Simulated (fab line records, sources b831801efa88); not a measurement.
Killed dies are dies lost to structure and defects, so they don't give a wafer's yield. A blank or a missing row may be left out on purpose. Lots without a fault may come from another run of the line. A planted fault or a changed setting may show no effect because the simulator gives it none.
fab line records | flow sky130
record lots=6 wafers=18 last_day=49
route steps=708 shown LI_CONTACT@364 PAD_OPEN@708
lots that met no fault: from a run of the same line without faults
start_h: hours from the record's first day to the start of the lot's first wafer shown | wait_h: hours since the lot's step before | " the same as in the row above | L1.1+2: a row that stands for several wafers | - no value, or no start given | * or withheld: withheld | < > ~ a bound
route shown NAME@n: a module of which the file shows steps, and the number in the route of the first | usual: mean/standard deviation of fault-free wafers | same: alike in all rows | chamber/n: place in a boat | sites: the reading at each site | _std_site: their standard deviation | _edge_site: outer sites' mean less inner sites' | radius_mm: how far each site lies from the wafer's centre | mask NAME#n: copy n | behind: the tool/chamber that last shaped the wafer | hold: why the lot was held/for how many hours/how that ended | device: the transistor (n, p or np) that didn't switch | end of line: the same wafers' tests at the end of the route | a step without rows: its recipe alone | killed: dies lost to structure and defects at the first sort, not the wafer's yield | map: a wafer's dies, x killed, . not, _ none there
set.NAME: the setting as run; set.NAME@STEP: as run at that earlier step | model.NAME: the simulator's own value behind a step, which no gauge read
lots at some steps of the route; a table a step, a row a wafer
services: from which hour (start_h, from the record's first day; less than 0 if before it) a tool's chamber was out of use, for how many hours, and why
## steps
# step SKY_LI_CONTACT_CMP_02
# recipe material=PSG down_force_psi=4 platen_rpm=60 pad_velocity_m_s=0.94248
# usual motor_current_A=13.2/1.5 time_to_endpoint_s=33.2/2.7
# columns lot.wafer tool chamber start_h wait_h motor_current_A time_to_endpoint_s
L393.4 cmp-01 0 650.30 0.1 14.1 33.7
L393.1 " 1 " " 14.9 32.7
L393.5 " 3 " " 10.8 33.8
L395.4 cmp-01 1 679.25 0.1 15.3 32.4
L395.1 " 2 " " 12.8 32.0
L395.6 " 0 " " 13.5 34.6
L407.3 cmp-02 0 768.86 0.1 12.7 33.0
L407.6 " 3 " " 13.5 35.2
L407.5 " 0 " " 12.2 33.6
L409.1 cmp-01 3 785.11 0.1 10.9 31.6
L409.2 " 1 " " 14.9 30.8
L409.5 " 3 " " 11.3 36.2
L412.2 cmp-01 0 805.26 0.0 14.3 34.9
L412.4 " 3 " " 11.1 29.1
L412.6 " 1 " " 15.8 29.8
L413.1 cmp-02 1 812.56 0.1 11.1 31.0
L413.2 " 2 " " 13.8 30.1
L413.6 " 3 " " 13.6 32.6
# step SKY_LI_CONTACT_BOW_MEAS_03
# recipe mode=bow
# usual LI_CONTACT_BOW=56/7.1
# columns lot.wafer tool chamber start_h wait_h LI_CONTACT_BOW[um]
L393.1 film_metro-01 - 650.50 0.1 53
L393.4 " - " " 52
L393.5 " - " " 59
L395.1 film_metro-01 - 679.50 0.1 55
L395.4 " - " " 58
L395.6 " - " " 63
L407.3 film_metro-01 - 769.15 0.2 47
L407.5 " - " " 56
L407.6 " - " " 56
L409.1 film_metro-03 - 785.36 0.2 60
L409.2 " - " " 61
L409.5 " - " " 56
L412.2 film_metro-03 - 805.58 0.3 58
L412.4 " - " " 52
L412.6 " - " " 51
L413.1 film_metro-01 - 812.76 0.1 54
L413.2 " - " " 66
L413.6 " - " " 45
# step SKY_LI_CONTACT_DEHYDRATE_04
# recipe temp_c=200 time_s=60
# step SKY_LI_CONTACT_HMDS_05
# recipe prime_time_s=60 prime_temp_c=120
# step SKY_LI_CONTACT_COAT_06
# recipe resist=BARC temp_c=withheld time_s=withheld spin_rpm=3000 resist_thk_nm=60
# step SKY_LI_CONTACT_COAT_07
# recipe resist=KrF-thick spin_rpm=3000 resist_thk_nm=450
# step SKY_LI_CONTACT_SOFTBAKE_08
# recipe temp_c=100 time_s=90 resist=KrF-thick
# step SKY_LI_CONTACT_EXPOSE_09
# recipe mask_id=LICM1 na=0.8 source_shape=annular sigma_inner=0.55 sigma_outer=0.85 target_cd_nm=170 dose_mj=38
# step SKY_LI_CONTACT_PEB_10
# recipe peb_temp_c=withheld peb_time_s=withheld resist=KrF-thick
# step SKY_LI_CONTACT_DEVELOP_11
# recipe develop_time_s=58.31 resist=KrF-thick dev_temp_c=21
# step SKY_LI_CONTACT_CD_MEAS_12
# recipe target_cd_nm=170
# usual cd_nm=169.8/1.7
# columns lot.wafer tool chamber start_h wait_h cd_nm
L393.1 cd_sem-02 - 679.38 - 171.1
L393.4 " - " " 171.8
L393.5 " - " " 171.6
L395.1 cd_sem-02 - 707.63 - 168.6
L395.4 " - " " 168.8
L395.6 " - " " 169.1
L407.3 cd_sem-02 - 795.67 - 169.9
L407.5 " - " " 170.5
L407.6 " - " " 169.7
L409.1 cd_sem-01 - 811.43 - 172.6
L409.2 " - " " 171.1
L409.5 " - " " 172.3
L412.2 cd_sem-02 - 831.70 - 169.4
L412.4 " - " " 170.4
L412.6 " - " " 170.5
L413.1 cd_sem-01 - 838.78 - 172.0
L413.2 " - " " 170.8
L413.6 " - " " 170.7
# step SKY_LI_CONTACT_OVL_MEAS_13
# usual LI_CONTACT_OVL=2/5.2
# columns lot.wafer tool chamber start_h wait_h LI_CONTACT_OVL[nm]
L393.1 overlay-01 - 679.50 0.1 6
L393.4 " - " " 4
L393.5 " - " " 7
L395.1 overlay-02 - 707.75 0.1 -6
L395.4 " - " " -1
L395.6 " - " " 0
L407.3 overlay-02 - 795.77 0.1 1
L407.5 " - " " 10
L407.6 " - " " 9
L409.1 overlay-01 - 811.55 0.1 9
L409.2 " - " " 7
L409.5 " - " " 2
L412.2 overlay-01 - 831.81 0.1 6
L412.4 " - " " -1
L412.6 " - " " 3
L413.1 overlay-02 - 838.90 0.1 -2
L413.2 " - " " 8
L413.6 " - " " 1
# step SKY_LI_CONTACT_ETCH_14
# recipe chemistry=N2/H2 target=BARC ion_energy_ev=200 source_w=500 bias_w=100 pressure_mtorr=30 n2_flow_sccm=100 h2_flow_sccm=200 stop_on=SiO2 time_s=45.9 target_depth_a=600
# usual drypump_motor_current_A=5.4/0.42 h2_flow_sccm=200.0/0.62 oes_product_au=0.855/0.0047 throttle_valve_pct=13.225/0.0094
# columns lot.wafer tool chamber start_h wait_h drypump_motor_current_A h2_flow_sccm oes_product_au rf_hours_counter_h throttle_valve_pct model.KrF-thick_of_LI_CONTACT_COAT_07.thk_nm
L393.1 rie_diel-01 1 679.53 0.0 6.0 199.9 0.851 8 13.227 392.7
L393.4 " 2 " " 5.7 199.9 0.853 63 13.210 389.5
L393.5 " 1 " " 6.0 199.6 0.865 - 13.223 392.5
L395.1 rie_diel-02 3 707.78 0.0 4.6 199.3 0.854 5 13.227 394.7
L395.4 " 0 " " 5.3 200.8 0.853 4 13.229 394.3
L395.6 " 3 " " 4.6 199.5 0.860 - 13.234 394.9
L407.3 rie_diel-01 2 795.79 0.0 5.7 200.4 0.847 2 13.241 390.7
L407.5 " 3 " " 5.6 200.6 0.855 - 13.219 392.5
L407.6 " 0 " " 5.6 200.3 0.858 - 13.222 392.9
L409.1 rie_diel-02 3 811.59 0.0 4.6 201.2 0.851 7 13.220 392.9
L409.2 " 0 " " 5.3 199.7 0.859 6 13.230 391
L409.5 " 0 " " 5.3 199.2 0.859 - 13.228 391.9
L412.2 rie_diel-01 0 831.84 0.0 5.7 199.8 0.853 10 13.238 391.5
L412.4 " 3 " " 5.5 200.6 0.862 5 13.216 392.7
L412.6 " 2 " " 5.7 200.0 0.857 - 13.225 388.9
L413.1 rie_diel-02 2 838.93 0.0 5.3 199.1 0.858 9 13.218 390.6
L413.2 " 0 " " 5.3 199.6 0.857 6 13.192 389.8
L413.6 " 2 " " 5.3 199.1 0.855 - 13.229 391.4
# step SKY_LI_CONTACT_ETCH_15
# recipe target=PSG chemistry=C4F8/O2/Ar stop_on=Si taper_deg=4.15 mask_material=KrF-thick source_w=1500 bias_w=1200 pressure_mtorr=40 c4f8_flow_sccm=withheld O2_flow_sccm=6 Ar_flow_sccm=300 time_s=withheld target_depth_a=6000
# usual oes_product_au=0.837/0.0046
# columns lot.wafer tool chamber start_h wait_h oes_product_au
L393.1 rie_diel-01 1 679.57 0.0 0.834
L393.4 " 2 " " 0.834
L393.5 " 1 " " 0.830
L395.1 rie_diel-02 3 707.82 0.0 0.840
L395.4 " 0 " " 0.834
L395.6 " 3 " " 0.836
L407.3 rie_diel-01 2 795.83 0.0 0.837
L407.5 " 3 " " 0.828
L407.6 " 0 " " 0.830
L409.1 rie_diel-02 3 811.63 0.0 0.832
L409.2 " 0 " " 0.833
L409.5 " 0 " " 0.847
L412.2 rie_diel-01 0 831.88 0.0 0.836
L412.4 " 3 " " 0.841
L412.6 " 2 " " 0.836
L413.1 rie_diel-02 2 838.97 0.0 0.831
L413.2 " 0 " " 0.835
L413.6 " 2 " " 0.836
# step SKY_PAD_OPEN_PROBE_99
# usual killed_at_M0_to_M3=44/7 killed_at_M4_up=3.0/1.8 killed_at_contacts=24/4.9 killed_at_front_end=15/5 killed_at_other=0.2/0.53 killed_dies=87/8.7 killed_open=48/6.8 killed_short=39/5.7
# same gross_dies=492 killed_at_back_side=0
# columns lot.wafer tool chamber start_h wait_h killed_at_M0_to_M3 killed_at_M4_up killed_at_contacts killed_at_front_end killed_at_other killed_dies killed_open killed_short
L393.1 prober-02 - 1075.55 0.1 43 4 24 19 0 90 52 38
L393.4 prober-02 - 1075.70 0.2 42 1 30 16 1 90 43 47
L393.5 prober-02 - 1075.75 0.2 49 7 25 25 0 106 55 51
L395.1 prober-02 - 1096.25 0.1 53 3 30 12 2 100 56 44
L395.4 prober-02 - 1096.40 0.2 52 2 27 14 0 95 52 43
L395.6 prober-02 - 1096.50 0.2 45 1 24 17 1 88 50 38
L407.3 prober-02 - 1160.68 0.2 38 4 28 18 0 88 46 42
L407.5 prober-02 - 1160.78 0.2 39 4 29 13 0 85 48 37
L407.6 prober-02 - 1160.83 0.2 44 2 24 15 0 85 49 36
L409.1 prober-02 - 1171.34 0.1 44 1 17 12 0 74 44 30
L409.2 prober-02 - 1171.39 0.1 41 5 31 12 0 89 46 43
L409.5 prober-02 - 1171.54 0.2 58 2 20 11 1 92 48 44
# killed by level:class
L393.1 VIA1:geometric_particle:open=10 CONTACT:geometric_particle:open=8 LI_CONTACT:geometric_particle:open=7 VIA3:geometric_particle:open=7 FIELD_ISO:geometric_particle:short=6 VIA2:geometric_particle:open=6 METAL2:geometric_particle:short=5 POLY_GATE:geometric_particle:open=4
L393.4 VIA1:geometric_particle:open=15 CONTACT:geometric_particle:open=9 CONTACT:geometric_particle:short=7 VIA1:geometric_particle:short=7 LI_CONTACT:geometric_particle:short=6 METAL1:geometric_particle:short=5 POLY_GATE:geometric_particle:short=5 FIELD_ISO:geometric_particle:short=4
L393.5 CONTACT:geometric_particle:open=13 METAL1:geometric_particle:short=10 VIA1:geometric_particle:open=10 METAL2:geometric_particle:short=7 LI_CONTACT:geometric_particle:open=6 VIA1:geometric_particle:short=6 VIA2:geometric_particle:open=6 FIELD_ISO:geometric_particle:short=5
L395.1 VIA1:geometric_particle:open=13 VIA3:geometric_particle:open=11 CONTACT:geometric_particle:open=9 LI_CONTACT:geometric_particle:open=8 METAL1:geometric_particle:short=8 CONTACT:geometric_particle:short=7 POLY_GATE:geometric_particle:short=5 VIA1:geometric_particle:short=5
L395.4 CONTACT:geometric_particle:open=15 VIA1:geometric_particle:open=14 METAL2:geometric_particle:short=8 METAL1:geometric_particle:short=6 VIA2:geometric_particle:open=6 CONTACT:geometric_particle:short=5 VIA1:geometric_particle:short=5 FIELD_ISO:geometric_particle:short=4
L395.6 CONTACT:geometric_particle:open=11 METAL1:geometric_particle:short=11 VIA1:geometric_particle:open=10 FIELD_ISO:geometric_particle:open=7 CONTACT:geometric_particle:short=6 METAL2:geometric_particle:short=6 POLY_GATE:geometric_particle:open=5 VIA3:geometric_particle:open=5
L407.3 CONTACT:geometric_particle:open=12 FIELD_ISO:geometric_particle:open=7 VIA1:geometric_particle:open=6 LI_CONTACT:geometric_particle:open=6 METAL1:geometric_particle:short=6 METAL2:geometric_particle:short=5 VIA1:geometric_particle:short=4 CONTACT:geometric_particle:short=4
L407.5 CONTACT:geometric_particle:open=13 LI_CONTACT:geometric_particle:open=10 VIA2:geometric_particle:open=8 VIA1:geometric_particle:open=7 FIELD_ISO:geometric_particle:short=5 METAL1:geometric_particle:short=5 VIA1:geometric_particle:short=5 METAL3:geometric_particle:short=4
L407.6 VIA1:geometric_particle:open=17 CONTACT:geometric_particle:open=9 VIA2:geometric_particle:open=6 POLY_GATE:geometric_particle:open=6 LI_CONTACT:geometric_particle:open=6 VIA1:geometric_particle:short=5 CONTACT:geometric_particle:short=4 METAL2:geometric_particle:short=4
L409.1 VIA1:geometric_particle:open=10 CONTACT:geometric_particle:open=8 VIA2:geometric_particle:open=8 LI_CONTACT:geometric_particle:open=6 VIA1:geometric_particle:short=6 FIELD_ISO:geometric_particle:open=4 FIELD_ISO:geometric_particle:short=4 METAL1:geometric_particle:short=4
L409.2 LI_CONTACT:geometric_particle:open=10 CONTACT:geometric_particle:open=8 METAL2:geometric_particle:short=7 VIA2:geometric_particle:open=7 VIA3:geometric_particle:open=7 VIA1:geometric_particle:open=6 LI_CONTACT:geometric_particle:short=5 VIA1:geometric_particle:short=5
L409.5 VIA1:geometric_particle:open=15 VIA1:geometric_particle:short=9 METAL2:geometric_particle:short=7 METAL1:geometric_particle:short=6 VIA2:geometric_particle:open=6 CONTACT:geometric_particle:open=5 METAL1:geometric_particle:open=5 CONTACT:geometric_particle:short=4
## services
# columns tool chamber start_h hours kind
cmp-02 - 644.94 3.7 repair
rie_diel-01 3 648.76 - clean
rie_diel-01 3 648.76 26.4 scheduled_down
rie_diel-01 3 648.76 26.4 vent_cycle
rie_diel-01 1 658.91 12.7 repair
rie_diel-01 2 685.24 14.9 repair
cmp-02 - 686.64 3.9 pm
cmp-01 - 691.11 5.5 pm
rie_diel-01 2 700.16 - clean
rie_diel-01 2 700.16 27.8 scheduled_down
rie_diel-01 2 700.16 27.8 vent_cycle
cmp-02 - 723.05 1.1 repair
cmp-01 - 744.00 4.0 pm
cmp-01 - 748.00 - consumable_replace:conditioner
cmp-01 - 748.00 - consumable_replace:pad
cmp-02 - 772.76 2.6 repair
rie_diel-02 - 782.14 14.6 pm
cmp-02 - 790.96 1.3 repair
rie_diel-01 3 805.35 5.3 repair
rie_diel-02 2 809.07 3.5 repair
cmp-01 - 821.45 1.4 repair
cmp-02 - 821.46 0.3 repair
## key
first_sign none at tools or gauges
model_effect step=SKY_LI_CONTACT_ETCH_14 value=KrF-thick_of_LI_CONTACT_COAT_07.thk_nm without=390.2 struck=392.6
met_at SKY_LI_CONTACT_ETCH_14
struck_wafers L407.5,L412.4
tester_left_out L407,L412
fault kind=process_parameter_drift tool=rie_diel-01 chamber=3 onset_h=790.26 steps=SKY_LI_CONTACT_ETCH_14 channel=ion_energy_ev offset=-32 shape=step end_h=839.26 acts_in=these_recipes_only stated=200
# tester_left_out: of these lots the tester's yield and bins aren't shown, on N5 and GAA mostly nor the transistor test; their killed dies are dies lost to structure and defects alone, not to doping, threshold or leakage, so they don't give the yield
